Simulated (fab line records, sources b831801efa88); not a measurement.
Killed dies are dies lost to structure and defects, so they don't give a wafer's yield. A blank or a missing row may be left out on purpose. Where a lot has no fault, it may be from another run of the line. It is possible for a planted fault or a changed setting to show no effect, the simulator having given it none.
The tool behind it: which one? + flow sky130 + 6 lots, 18 wafers sampled, at 1 step of a route of 708

WHAT THE GAUGES SHOWED, per wafer
SKY_VT_ADJUST_LVTN_OVL_MEAS_18.
| lot  | measured     | on         | VT_ADJUST_LVTN_01_OVL (nm) |
|------|--------------|------------|----------------------------|
| L667 | day 7 23:38  | overlay-02 | 2.1 1.3 3.8                |
| L671 | day 9 02:56  | overlay-01 | 2.5 1.9 2.4                |
| L676 | day 10 17:53 | overlay-01 | 2.4 2.7 2.1                |
| L678 | day 11 03:54 | overlay-02 | 1.7 1.1 0.6                |
| L680 | day 11 16:12 | overlay-01 | -1.7 0.5 -1.1              |
| L682 | day 12 07:23 | overlay-02 | 0.5 1.8 -1.2               |

TOOL THAT RAN EACH LOT (tool first, then ch and the chambers of the sampled wafers, then the start)
The record holds no process step before these readings.

THE ANSWER, worked out from the rows above alone
Rule: the lots themselves supply what counts as usual. Put in order of their means at a reading, lots are off if they are a third of the lots or fewer, leave a main group of 4 or more, and stand apart from it by a gap of 3 or more times the standard deviation of the main group's means; of several such gaps the widest counts. The tables above print the reading to a certain number of digits; a main group whose means all agree to those digits is not used. Also off: a lot with no number at a reading for which 4 or more lots have one. Where the step has rows for the other lots, those lots are counted as sound.
Across all readings shown, no lot is off: no conclusion can be drawn from this.

WHAT THE SIMULATOR HAD INSERTED
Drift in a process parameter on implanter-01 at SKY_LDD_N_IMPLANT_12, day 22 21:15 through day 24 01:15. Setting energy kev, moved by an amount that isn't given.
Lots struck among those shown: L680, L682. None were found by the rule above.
